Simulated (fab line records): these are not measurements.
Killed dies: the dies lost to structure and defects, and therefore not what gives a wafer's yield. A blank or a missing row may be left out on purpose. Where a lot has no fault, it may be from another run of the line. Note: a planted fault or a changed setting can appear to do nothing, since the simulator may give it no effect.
fab line records + flow sky130
record
- lots=11
- wafers=33
- last-day=50
route steps=708 shown CAPM@539 METAL4@634 VIA4@658 PAD_OPEN@702
lots that met no fault: from a run of the same line without faults
start-h: hours from the record's first day to the start of the lot's first wafer shown + wait-h: how many hours have passed since the lot's step before this one + " unchanged from the row above + L1.1+2: one row covering several wafers at once + - value missing, or start not given + * or withheld: withheld + < > ~ a bound
route shown NAME@n: NAME is a module with steps in the file, n the number in the route of the first one + usual: average and standard deviation across the fault-free wafers + same: alike in all rows + chamber/n: place in a boat + sites: each site's reading + _std_site: their standard deviation + _edge_site: inner sites' mean taken away from outer sites' mean + radius-mm: how far each site lies from the wafer's centre + mask NAME#n: copy n + behind: the most recent tool/chamber to have shaped the wafer + hold: the reason the lot was held/the length of the hold in hours/how it ended + device: which transistor (n, p or np) failed to switch + end of line: at the end of the route, the tests of the same wafers + step lacking rows: just its recipe + killed: at the first sort, the dies lost to defects and structure; wafer yield is something else + map: a wafer's dies, marking killed ones x, the rest . and places with no die _
set.NAME: the setting as run; set.NAME@STEP: as run at that earlier step + model.NAME: the simulator's own value behind a step, which no gauge read
one table for each step of the route and one row for each wafer, over a sample of lots
services: the hour from which a tool's chamber was out of use, counted from the record's first day as start-h (under 0 if before that day), plus the number of hours and why
## steps
# step SKY_CAPM_SPUTTER_02
# recipe
- material=TiN
- target-thk-nm=200
- temp-c=300
- power-w=6500
- time-s=166.7
- chamber-pressure-pa=0.4
# usual
- cathode-dc-power-W=6499.8/1.2
- throttle-valve-pct=30.3/0.64
| lot.wafer | tool           | chamber | start-h | wait-h | cathode-dc-power-W | throttle-valve-pct |
|-----------|----------------|---------|---------|--------|--------------------|--------------------|
| L290.1    | pvd-sputter-03 | -       | 849.55  | 0.1    | 6499.5             | 30.4               |
| L290.4    | "              | -       | "       | "      | 6499.7             | 30.1               |
| L290.5    | "              | -       | "       | "      | 6499.3             | 29.4               |
| L291.1    | pvd-sputter-01 | -       | 866.09  | 0.1    | 6499.8             | 29.7               |
| L291.3    | "              | -       | "       | "      | 6501.0             | 30.5               |
| L291.5    | "              | -       | "       | "      | 6498.1             | 29.9               |
| L294.2    | pvd-sputter-01 | -       | 893.72  | 0.0    | 6499.0             | 31.0               |
| L294.4    | "              | -       | "       | "      | 6499.2             | 30.1               |
| L294.5    | "              | -       | "       | "      | 6500.2             | 30.7               |
| L293.3    | pvd-sputter-03 | -       | 896.05  | 0.0    | 6498.9             | 30.0               |
| L293.4    | "              | -       | "       | "      | 6497.6             | 29.8               |
| L293.6    | "              | -       | "       | "      | 6500.4             | 30.4               |
| L295.1    | pvd-sputter-01 | -       | 905.51  | 0.1    | 6498.3             | 31.4               |
| L295.4    | "              | -       | "       | "      | 6498.9             | 29.8               |
| L295.5    | "              | -       | "       | "      | 6501.4             | 30.4               |
| L296.3    | pvd-sputter-03 | -       | 911.46  | 0.0    | 6498.3             | 30.1               |
| L296.5    | "              | -       | "       | "      | 6498.6             | 30.3               |
| L296.6    | "              | -       | "       | "      | 6499.7             | 30.5               |
| L297.1    | pvd-sputter-03 | -       | 913.53  | 0.1    | 6498.8             | 30.2               |
| L297.3    | "              | -       | "       | "      | 6500.6             | 30.5               |
| L297.5    | "              | -       | "       | "      | 6498.2             | 29.0               |
| L298.1    | pvd-sputter-04 | -       | 913.84  | 0.1    | 6499.9             | 31.1               |
| L298.5    | "              | -       | "       | "      | 6500.7             | 31.0               |
| L298.6    | "              | -       | "       | "      | 6499.1             | 29.8               |
| L302.1    | pvd-sputter-03 | -       | 954.50  | 0.1    | 6497.2             | 30.1               |
| L302.2    | "              | -       | "       | "      | 6499.7             | 30.0               |
| L302.4    | "              | -       | "       | "      | 6498.0             | 29.3               |
| L309.2    | pvd-sputter-01 | -       | 994.72  | 0.0    | 6499.1             | 29.7               |
| L309.3    | "              | -       | "       | "      | 6500.0             | 31.3               |
| L309.5    | "              | -       | "       | "      | 6500.2             | 29.9               |
| L310.1    | pvd-sputter-04 | -       | 1004.22 | 0.1    | 6499.3             | 31.0               |
| L310.2    | "              | -       | "       | "      | 6499.9             | 29.7               |
| L310.3    | "              | -       | "       | "      | 6500.2             | 30.7               |
# step SKY_METAL4_METAL_ETCH_18
# recipe
- target-depth-a=8450
- stop-on=SiO2
- over-etch-frac=0.3
- time-s=183.1
- chemistry=Cl2/BCl3
- resist-sidewall-deg=88
- pressure-mtorr=10
- icp-w=900
- bias-w=48.5
- Cl2_flow_sccm=60
- bcl3-flow-sccm=30
# usual
- bias-w=48.49/0.17
- drypump-motor-current-A=5.6/0.46
- he-backside-leak-sccm=3.31/0.28
- mfc-cl2-sccm=60.01/0.19
- oes-product-au=0.867/0.0067
- throttle-valve-pct=22.265/0.0088
| lot.wafer | tool         | chamber | start-h | wait-h | bias-w | drypump-motor-current-A | he-backside-leak-sccm | mfc-cl2-sccm | oes-product-au | rf-hours-counter-h | throttle-valve-pct |
|-----------|--------------|---------|---------|--------|--------|-------------------------|-----------------------|--------------|----------------|--------------------|--------------------|
| L290.1    | rie-metal-01 | 0       | 980.64  | 0.0    | 48.60  | 5.3                     | 3.35                  | 59.68        | 0.865          | 11                 | 22.266             |
| L290.4    | "            | 0       | "       | "      | 48.59  | 5.3                     | 3.32                  | 59.93        | 0.864          | -                  | 22.279             |
| L290.5    | "            | 0       | "       | "      | 48.78  | 5.3                     | 3.40                  | 60.24        | 0.861          | -                  | 22.275             |
| L291.1    | rie-metal-02 | 0       | 993.89  | 0.0    | 48.49  | 5.3                     | 3.32                  | 59.87        | 0.867          | 6                  | 22.284             |
| L291.3    | "            | 0       | "       | "      | 48.12  | 5.3                     | 3.10                  | 59.84        | 0.855          | -                  | 22.254             |
| L291.5    | "            | 1       | "       | "      | 48.39  | 5.1                     | 3.52                  | 60.30        | 0.871          | -                  | 22.272             |
| L294.2    | rie-metal-02 | 0       | 1020.12 | 0.0    | 48.53  | 5.3                     | 3.08                  | 60.16        | 0.868          | 7                  | 22.270             |
| L294.4    | "            | 1       | "       | "      | 48.57  | 5.0                     | 3.32                  | 60.22        | 0.877          | -                  | 22.250             |
| L294.5    | "            | 1       | "       | "      | 48.44  | 5.0                     | 3.30                  | 60.11        | 0.865          | -                  | 22.282             |
| L293.3    | rie-metal-01 | 1       | 1021.48 | 0.1    | 48.26  | 5.8                     | 3.18                  | 59.81        | 0.873          | -                  | 22.264             |
| L293.4    | "            | 0       | "       | "      | 48.26  | 5.3                     | 3.30                  | 59.88        | 0.881          | -                  | 22.262             |
| L293.6    | "            | 1       | "       | "      | 48.41  | 5.9                     | 3.16                  | 59.94        | 0.870          | -                  | 22.273             |
| L295.1    | rie-metal-03 | 1       | 1030.69 | 0.0    | 48.47  | 6.4                     | 3.62                  | 60.04        | 0.870          | 12                 | 22.253             |
| L295.4    | "            | 0       | "       | "      | 48.58  | 5.6                     | 3.12                  | 59.67        | 0.865          | -                  | 22.266             |
| L295.5    | "            | 0       | "       | "      | 48.64  | 5.6                     | 3.10                  | 59.84        | 0.855          | -                  | 22.263             |
| L296.3    | rie-metal-02 | 1       | 1037.11 | 0.1    | 48.49  | 5.0                     | 3.56                  | 60.42        | 0.861          | -                  | 22.291             |
| L296.5    | "            | 0       | "       | "      | 48.41  | 5.3                     | 3.07                  | 59.79        | 0.873          | -                  | 22.266             |
| L296.6    | "            | 1       | "       | "      | 48.79  | 5.1                     | 3.44                  | 60.23        | 0.863          | -                  | 22.261             |
| L297.1    | rie-metal-03 | 1       | 1038.35 | 0.0    | 48.69  | 6.4                     | 3.47                  | 59.91        | 0.874          | 12                 | 22.251             |
| L297.3    | "            | 1       | "       | "      | 48.44  | 6.5                     | 3.61                  | 59.86        | 0.872          | -                  | 22.274             |
| L297.5    | "            | 0       | "       | "      | 48.29  | 5.6                     | 3.01                  | 59.84        | 0.871          | -                  | 22.264             |
| L298.1    | rie-metal-01 | 0       | 1039.34 | 0.0    | 48.13  | 5.4                     | 3.24                  | 59.99        | 0.868          | 14                 | 22.278             |
| L298.5    | "            | 1       | "       | "      | 48.38  | 5.9                     | 2.95                  | 59.94        | 0.863          | -                  | 22.260             |
| L298.6    | "            | 0       | "       | "      | 48.05  | 5.3                     | 3.31                  | 60.21        | 0.877          | -                  | 22.258             |
| L302.1    | rie-metal-03 | 1       | 1072.30 | 0.0    | 48.69  | 6.5                     | 3.49                  | 59.81        | 0.879          | 15                 | 22.257             |
| L302.2    | "            | 0       | "       | "      | 48.86  | 5.6                     | 3.22                  | 59.82        | 0.875          | 11                 | 22.265             |
| L302.4    | "            | 1       | "       | "      | 48.75  | 6.5                     | 3.63                  | 60.15        | 0.874          | -                  | 22.264             |
| L309.2    | rie-metal-01 | 0       | 1109.34 | 0.0    | 48.46  | 5.3                     | 3.34                  | 60.21        | 0.871          | 19                 | 22.275             |
| L309.3    | "            | 1       | "       | "      | 48.25  | 5.9                     | 3.11                  | 60.00        | 0.871          | -                  | 22.261             |
| L309.5    | "            | 0       | "       | "      | 48.60  | 5.3                     | 3.37                  | 60.15        | 0.869          | -                  | 22.266             |
| L310.1    | rie-metal-03 | 1       | 1115.87 | 0.0    | 48.65  | 6.5                     | 3.63                  | 59.94        | 0.879          | 18                 | 22.259             |
| L310.2    | "            | 0       | "       | "      | 48.55  | 5.6                     | 3.29                  | 60.05        | 0.868          | 14                 | 22.263             |
| L310.3    | "            | 1       | "       | "      | 48.39  | 6.5                     | 4.43                  | 59.92        | 0.868          | -                  | 22.269             |
# step SKY_VIA4_RS_MEAS_19
# recipe
- thk-meas-gauge=four-point-probe
- reads=W_of_VIA4_CVD_18+TiN_of_VIA4_SPUTTER_17
# usual
- VIA4_W_RS=0.2254/0.0026
| lot.wafer | tool          | chamber | start-h | wait-h | VIA4_W_RS[ohm/sq] |
|-----------|---------------|---------|---------|--------|-------------------|
| L290.1    | film-metro-02 | -       | 1005.10 | 0.1    | 0.2268            |
| L290.4    | "             | -       | "       | "      | 0.2274            |
| L290.5    | "             | -       | "       | "      | 0.2301            |
| L291.1    | film-metro-01 | -       | 1018.75 | 0.1    | 0.2205            |
| L291.3    | "             | -       | "       | "      | 0.2229            |
| L291.5    | "             | -       | "       | "      | 0.2222            |
| L294.2    | film-metro-02 | -       | 1044.95 | 0.1    | 0.2232            |
| L294.4    | "             | -       | "       | "      | 0.2280            |
| L294.5    | "             | -       | "       | "      | 0.2271            |
| L293.3    | film-metro-01 | -       | 1046.04 | 0.1    | 0.2245            |
| L293.4    | "             | -       | "       | "      | 0.2232            |
| L293.6    | "             | -       | "       | "      | 0.2220            |
| L295.1    | film-metro-02 | -       | 1055.07 | 0.1    | 0.2258            |
| L295.4    | "             | -       | "       | "      | 0.2258            |
| L295.5    | "             | -       | "       | "      | 0.2265            |
| L296.3    | film-metro-03 | -       | 1061.21 | 0.1    | 0.2239            |
| L296.5    | "             | -       | "       | "      | 0.2233            |
| L296.6    | "             | -       | "       | "      | 0.2253            |
| L297.1    | film-metro-01 | -       | 1062.75 | 0.1    | 0.2276            |
| L297.3    | "             | -       | "       | "      | 0.2231            |
| L297.5    | "             | -       | "       | "      | 0.2301            |
| L298.1    | film-metro-02 | -       | 1063.09 | 0.1    | 0.2281            |
| L298.5    | "             | -       | "       | "      | 0.2244            |
| L298.6    | "             | -       | "       | "      | 0.2275            |
| L302.1    | film-metro-03 | -       | 1095.17 | 0.1    | 0.2237            |
| L302.2    | "             | -       | "       | "      | 0.2252            |
| L302.4    | "             | -       | "       | "      | 0.2257            |
| L309.2    | film-metro-03 | -       | 1131.07 | 0.1    | 0.2283            |
| L309.3    | "             | -       | "       | "      | 0.2296            |
| L309.5    | "             | -       | "       | "      | 0.2286            |
| L310.1    | film-metro-03 | -       | 1137.61 | 0.1    | 0.2281            |
| L310.2    | "             | -       | "       | "      | 0.2284            |
| L310.3    | "             | -       | "       | "      | 0.2298            |
# step SKY_PAD_OPEN_STRIP_08
# recipe
- chemistry=O2/N2
- power-w=1400
- pressure-mtorr=1500
- platen-temp-c=withheld
- overash-fraction=0.7
- o2-flow-sccm=3000
- n2-flow-sccm=300
# usual
- drypump-motor-current-A=5.6/0.48
- oes-product-au=0.663/0.0047
- strip-time-to-endpoint-s=37.02/0.12
| lot.wafer | tool            | chamber | start-h | wait-h | drypump-motor-current-A | oes-product-au | rf-hours-counter-h | strip-time-to-endpoint-s |
|-----------|-----------------|---------|---------|--------|-------------------------|----------------|--------------------|--------------------------|
| L290.1    | plasma-asher-01 | 0       | 1072.62 | 0.1    | 5.8                     | 0.663          | 95                 | 37.05                    |
| L290.4    | "               | 0       | "       | "      | 5.8                     | 0.669          | -                  | 37.22                    |
| L290.5    | "               | 0       | "       | "      | 5.8                     | 0.665          | -                  | 37.10                    |
| L291.1    | plasma-asher-01 | 1       | 1084.87 | 0.1    | 5.5                     | 0.661          | 97                 | 37.16                    |
| L291.3    | "               | 0       | "       | "      | 5.8                     | 0.664          | -                  | 37.09                    |
| L291.5    | "               | 0       | "       | "      | 5.8                     | 0.668          | -                  | 37.08                    |
| L294.2    | plasma-asher-03 | 1       | 1108.80 | 0.1    | 5.0                     | 0.669          | 67                 | 37.10                    |
| L294.4    | "               | 1       | "       | "      | 5.0                     | 0.665          | -                  | 37.20                    |
| L294.5    | "               | 0       | "       | "      | 6.5                     | 0.659          | -                  | 37.22                    |
| L293.3    | plasma-asher-03 | 0       | 1109.94 | 0.1    | 6.5                     | 0.661          | -                  | 36.84                    |
| L293.4    | "               | 1       | "       | "      | 5.0                     | 0.661          | -                  | 36.88                    |
| L293.6    | "               | 0       | "       | "      | 6.5                     | 0.658          | -                  | 36.79                    |
| L295.1    | plasma-asher-03 | 1       | 1118.37 | 0.1    | 5.0                     | 0.654          | 68                 | 37.00                    |
| L295.4    | "               | 0       | "       | "      | 6.5                     | 0.666          | -                  | 37.10                    |
| L295.5    | "               | 1       | "       | "      | 5.0                     | 0.658          | -                  | 36.97                    |
| L296.3    | plasma-asher-04 | 0       | 1123.44 | 0.1    | 5.1                     | 0.674          | -                  | 37.19                    |
| L296.5    | "               | 0       | "       | "      | 5.1                     | 0.670          | -                  | 37.17                    |
| L296.6    | "               | 1       | "       | "      | 5.7                     | 0.666          | -                  | 37.20                    |
| L297.1    | plasma-asher-01 | 1       | 1126.50 | 0.1    | 5.5                     | 0.657          | 100                | 37.01                    |
| L297.3    | "               | 1       | "       | "      | 5.5                     | 0.665          | -                  | 37.01                    |
| L297.5    | "               | 0       | "       | "      | 5.8                     | 0.651          | -                  | 37.02                    |
| L298.1    | plasma-asher-03 | 1       | 1127.12 | 0.1    | 5.0                     | 0.663          | 69                 | 36.91                    |
| L298.5    | "               | 1       | "       | "      | 5.0                     | 0.662          | -                  | 36.89                    |
| L298.6    | "               | 0       | "       | "      | 6.5                     | 0.668          | -                  | 36.94                    |
| L302.1    | plasma-asher-03 | 1       | 1155.05 | 0.1    | 5.0                     | 0.662          | 71                 | 37.09                    |
| L302.2    | "               | 0       | "       | "      | 6.5                     | 0.669          | 71                 | 37.19                    |
| L302.4    | "               | 1       | "       | "      | 5.0                     | 0.663          | -                  | 37.13                    |
| L309.2    | plasma-asher-03 | 0       | 1185.65 | 0.1    | 6.5                     | 0.656          | 74                 | 37.18                    |
| L309.3    | "               | 0       | "       | "      | 6.5                     | 0.660          | -                  | 37.22                    |
| L309.5    | "               | 1       | "       | "      | 5.0                     | 0.658          | -                  | 37.08                    |
| L310.1    | plasma-asher-01 | 0       | 1190.35 | 0.1    | 5.8                     | 0.665          | 107                | 36.99                    |
| L310.2    | "               | 1       | "       | "      | 5.5                     | 0.661          | 107                | 36.89                    |
| L310.3    | "               | 0       | "       | "      | 5.8                     | 0.672          | -                  | 36.99                    |
# step SKY_PAD_OPEN_PROBE_99
# usual
- defect-limited-yield=82.2/1.9
- killed_at_M0_to_M3=44/6.9
- killed_at_M4_up=3.3/1.8
- killed-at-contacts=24/5
- killed-at-front-end=16/4.6
- killed-at-other=0.2/0.42
- killed-dies=88/9.2
- killed-open=48/7.3
- killed-short=40/6.5
- sort_bin_3_pad_short=0.9/0.43
- sort_bin_5_function=10.6/1.5
- sort_bin_6_memory=6.4/1.1
- sort-n-pass=404/9.2
- sort-yield-pct=82.2/1.9
# same
- gross-dies=492
- killed-at-back-side=0
- sort_bin_4_leakage[%]=0
- sort_bin_8_speed[%]=0
| lot.wafer | tool      | chamber | start-h | wait-h | defect-limited-yield[%] | killed_at_M0_to_M3 | killed_at_M4_up | killed-at-contacts | killed-at-front-end | killed-at-other | killed-dies | killed-open | killed-short | sort_bin_3_pad_short[%] | sort_bin_5_function[%] | sort_bin_6_memory[%] | sort-n-pass | sort-yield-pct[%] |
|-----------|-----------|---------|---------|--------|-------------------------|--------------------|-----------------|--------------------|---------------------|-----------------|-------------|-------------|--------------|-------------------------|------------------------|----------------------|-------------|-------------------|
| L302.1    | prober-02 | -       | 1157.27 | 0.1    | 82.9                    | 43                 | 1               | 25                 | 15                  | 0               | 84          | 50          | 34           | 0.2                     | 10.2                   | 6.7                  | 408         | 82.9              |
| L302.2    | prober-02 | -       | 1157.32 | 0.1    | 71.7                    | 35                 | 3               | 27                 | 12                  | 62              | 139         | 39          | 38           | 3.3                     | 17.1                   | 7.9                  | 353         | 71.7              |
| L302.4    | prober-02 | -       | 1157.42 | 0.2    | 80.1                    | 47                 | 4               | 34                 | 13                  | 0               | 98          | 49          | 49           | 1.0                     | 10.4                   | 8.5                  | 394         | 80.1              |
| L309.2    | prober-01 | -       | 1187.95 | 0.1    | 82.3                    | 54                 | 2               | 16                 | 15                  | 0               | 87          | 47          | 39           | 0.4                     | 8.5                    | 8.7                  | 405         | 82.3              |
| L309.3    | prober-01 | -       | 1188.00 | 0.2    | 81.1                    | 42                 | 3               | 28                 | 20                  | 0               | 93          | 43          | 50           | 1.0                     | 12.0                   | 5.9                  | 399         | 81.1              |
| L309.5    | prober-01 | -       | 1188.10 | 0.2    | 80.5                    | 46                 | 4               | 31                 | 15                  | 0               | 96          | 55          | 41           | 1.4                     | 11.6                   | 6.5                  | 396         | 80.5              |
# killed by level:class
L302.1 CONTACT:geometric-particle:open=11 VIA2:geometric-particle:open=7 LI_CONTACT:geometric-particle:open=6 POLY_GATE:geometric-particle:open=5 VIA1:geometric-particle:short=5 VIA1:geometric-particle:open=5 METAL2:geometric-particle:short=5 VIA3:geometric-particle:open=5
L302.2 CAPM:unspecified=62 VIA1:geometric-particle:open=10 LOCAL_INTERCONNECT:geometric-particle:short=9 CONTACT:geometric-particle:short=7 CONTACT:geometric-particle:open=6 VIA3:geometric-particle:open=6 POLY_GATE:geometric-particle:short=4 LI_CONTACT:geometric-particle:open=4
L302.4 VIA1:geometric-particle:open=14 LI_CONTACT:geometric-particle:open=9 CONTACT:geometric-particle:short=9 VIA3:geometric-particle:open=8 CONTACT:geometric-particle:open=8 METAL1:geometric-particle:short=5 LOCAL_INTERCONNECT:geometric-particle:short=5 METAL2:geometric-particle:short=5
L309.2 VIA1:geometric-particle:open=10 VIA2:geometric-particle:open=10 VIA1:geometric-particle:short=8 VIA3:geometric-particle:open=7 LI_CONTACT:geometric-particle:open=6 METAL1:geometric-particle:short=6 CONTACT:geometric-particle:open=5 FIELD_ISO:geometric-particle:short=4
L309.3 CONTACT:geometric-particle:short=8 CONTACT:geometric-particle:open=8 LI_CONTACT:geometric-particle:open=7 VIA2:geometric-particle:short=6 METAL2:geometric-particle:short=6 VIA3:geometric-particle:open=6 POLY_GATE:geometric-particle:open=5 POLY_GATE:geometric-particle:short=5
L309.5 VIA1:geometric-particle:open=15 LI_CONTACT:geometric-particle:open=11 VIA3:geometric-particle:open=8 LOCAL_INTERCONNECT:geometric-particle:short=8 CONTACT:geometric-particle:open=7 FIELD_ISO:geometric-particle:open=6 METAL2:geometric-particle:short=6 CONTACT:geometric-particle:short=4
## services
| tool            | chamber | start-h | hours | kind   |
|-----------------|---------|---------|-------|--------|
| rie-metal-01    | -       | 829.91  | 14.6  | pm     |
| plasma-asher-03 | -       | 846.78  | 0.9   | repair |
| rie-metal-01    | 1       | 854.97  | 1.0   | repair |
| rie-metal-02    | -       | 870.41  | 2.1   | repair |
| pvd-sputter-03  | -       | 902.39  | 0.8   | repair |
| pvd-sputter-03  | -       | 904.13  | 4.3   | repair |
| rie-metal-01    | 1       | 909.09  | 22.4  | repair |
| pvd-sputter-03  | -       | 915.63  | 1.9   | repair |
| plasma-asher-01 | -       | 926.37  | 9.3   | repair |
| pvd-sputter-01  | -       | 933.67  | 6.5   | repair |
| rie-metal-02    | -       | 939.40  | 0.8   | repair |
| rie-metal-02    | -       | 941.51  | 9.8   | repair |
| rie-metal-03    | 0       | 945.59  | 14.8  | repair |
| pvd-sputter-01  | -       | 960.15  | 14.7  | repair |
| rie-metal-01    | 1       | 977.83  | 9.0   | repair |
| pvd-sputter-03  | -       | 991.09  | 14.2  | repair |
| plasma-asher-03 | -       | 1004.26 | 1.6   | repair |
| pvd-sputter-01  | -       | 1019.29 | 1.2   | repair |
| rie-metal-03    | -       | 1050.13 | 0.5   | repair |
| plasma-asher-03 | -       | 1052.06 | 15.6  | pm     |
| pvd-sputter-01  | -       | 1059.15 | 1.0   | repair |
| pvd-sputter-01  | -       | 1119.28 | 5.2   | repair |
| plasma-asher-01 | -       | 1121.31 | 2.8   | pm     |
| rie-metal-02    | 1       | 1131.46 | 2.0   | repair |
## key
first-sign
- step=SKY_PAD_OPEN_PROBE_99
- reading=killed-at-other
- direction=up
- sigmas=62
- usual=0.2
- struck=62
effect
- step=SKY_PAD_OPEN_PROBE_99
- reading=killed-dies
- direction=up
- sigmas=5.6
- usual=88
- struck=139
met-at SKY_CAPM_SPUTTER_02
struck-lots L302
struck-wafers L302.2
not-acting-at SKY_METAL4_METAL_ETCH_18,SKY_VIA4_RS_MEAS_19,SKY_PAD_OPEN_STRIP_08
onset-between 911.46 954.50
fault
- kind=chamber-particle-source
- tool=pvd-sputter-03
- chamber=-
- onset-h=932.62
- steps=SKY_CAPM_SPUTTER_02
- rate-per-visit-cm2=1.5868
- end-h=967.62
- scope=struck-wafers-only
